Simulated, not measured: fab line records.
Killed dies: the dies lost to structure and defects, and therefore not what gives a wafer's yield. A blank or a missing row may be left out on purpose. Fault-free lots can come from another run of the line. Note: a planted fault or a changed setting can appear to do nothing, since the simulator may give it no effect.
A struck lot beside a sound one / flow sfq-line / 17 steps out of a route of 325
Sound: these wafers, L240.3, L240.4, L240.5. Struck: wafers L252.4, L252.6 (left out: L252.3, a lot-mate that was not struck); the cause follows at the end.
For every step that has rows: the tool of each side, followed by ch and its chambers, followed by its first start. Under that, the readings that differ: sound wafers / struck wafers / difference of the means / sigmas: that difference in standard deviations of wafers without a fault.
alike: words and numbers the same on both sides, and readings whose means are apart by under 2 such deviations; not compared: readings that were withheld, readings missing a value for some wafer, numbers with overlapping values and no deviation given by the record, and bounds like >300 which may hide the same value.
A row with sigmas, a row that says differs or no value, or rows on one side alone: a step with any of these is where the two part. Numbers that don't overlap but have no deviation are shown without sigmas and don't part them. A reading missing from all wafers of one side parts the sides only when that side holds two or more wafers.

SFQ_TRILAYER_I0_VIA_BARC_OPEN_VIA_ETCH_046: etches BARC in O2, target depth 125 nm, time 41.7 s.
  sound on rie-diel-02 ch 1,2,3, day 10 05:58; struck on rie-diel-02 ch 1,3, day 13 20:45
  alike: drypump-motor-current-A, oes-product-au
  not compared: rf-hours-counter-h
SFQ_TRILAYER_I0_VIA_ETCH_VIA_ETCH_034: etches SiO2 in CHF3, stops on Nb, target depth 260 nm.
  sound on rie-diel-02 ch 0,2,3, day 10 06:01; struck on rie-diel-02 ch 1,3, day 13 20:47
  alike: drypump-motor-current-A, oes-product-au
SFQ_TRILAYER_I0_VIA_STRIP_STRIP_035: strips in O2.
  sound on rie-metal-03 ch 0,1, day 10 06:19; struck on rie-metal-02 ch 1, day 13 21:06
  alike: drypump-motor-current-A, oes-product-au
  not compared: rf-hours-counter-h
then, 2 steps without rows for these wafers: SFQ_TRILAYER_I0_VIA_STRIP_SOLV_CLEAN_036 (cleans in NMP, time 600 s); SFQ_TRILAYER_M1_DEP_PRE_CLEAN_038 (time 22.5 s).
SFQ_TRILAYER_M1_DEP_SPUTTER_037: material Nb, target thk 200 nm, time 133.3 s.
  sound on pvd-sputter-03, day 10 06:55; struck on pvd-sputter-06, day 13 21:42
  alike: throttle-valve-pct
SFQ_M1_RS_MEAS_909: measurement is done with a four-point probe.
  sound on film-metro-04, day 10 07:04; struck on film-metro-02, day 13 21:50
  alike: M1_NB_RS
then, 4 steps without rows for these wafers: SFQ_TRILAYER_M1_LITHO_COAT_044 (resist thk 62 nm); SFQ_TRILAYER_M1_LITHO_COAT_039 (resist thk 600 nm); SFQ_TRILAYER_M1_LITHO_SOFTBAKE_043; SFQ_TRILAYER_M1_LITHO_EXPOSE_040 (exposes mask M1, target cd 500 nm).
SFQ_TRILAYER_M1_LITHO_PEB_042: peb time 60 s.
  sound on litho-track-01 ch 0, day 11 09:15; struck on litho-track-04 ch 0, day 14 15:27
then, 1 step without rows for these wafers: SFQ_TRILAYER_M1_LITHO_DEVELOP_041 (time 60 s).
SFQ_M1_OVL_MEAS_911:
  sound on overlay-02, day 11 09:31; struck on overlay-02, day 14 15:43
reading=M1_OVL (nm); sound=6 3 2; struck=-4 -9; difference=-10; sigmas=-2
SFQ_TRILAYER_M1_BARC_OPEN_METAL_ETCH_054: etches BARC in O2, target depth 125 nm, time 41.7 s.
  sound on rie-metal-02 ch 0,1, day 11 09:33; struck on rie-metal-02 ch 0, day 14 15:46
reading=model.M1.cd-nm (nm); sound=499.3 501.6 500.1; struck=485.7 485.6; difference=-14.7; sigmas=
  alike: drypump-motor-current-A, oes-product-au
  not compared: rf-hours-counter-h
SFQ_TRILAYER_M1_ETCH_METAL_ETCH_042: etches Nb in Cl2/Ar, stops on SiO2, target depth 240 nm, time 120 s.
  sound on rie-metal-02 ch 0,1, day 11 09:38; struck on rie-metal-02 ch 0, day 14 15:50
reading=model.M1.cd-nm (nm); sound=499.5 500.9 500.8; struck=486.1 485.9; difference=-14.4; sigmas=
  alike: drypump-motor-current-A, oes-product-au
  not compared: rf-hours-counter-h
SFQ_TRILAYER_M1_STRIP_STRIP_043: strips in O2.
  sound on rie-metal-02 ch 0,1, day 11 09:55; struck on rie-metal-02 ch 0, day 14 16:07
  alike: drypump-motor-current-A, oes-product-au
  not compared: rf-hours-counter-h

WHERE THEY PART
SFQ_M1_OVL_MEAS_911 only, going by this record. Later steps at which nothing parts them and some readings are alike: SFQ_TRILAYER_M1_BARC_OPEN_METAL_ETCH_054, SFQ_TRILAYER_M1_ETCH_METAL_ETCH_042, SFQ_TRILAYER_M1_STRIP_STRIP_043.

WHY: the cause the simulator had injected
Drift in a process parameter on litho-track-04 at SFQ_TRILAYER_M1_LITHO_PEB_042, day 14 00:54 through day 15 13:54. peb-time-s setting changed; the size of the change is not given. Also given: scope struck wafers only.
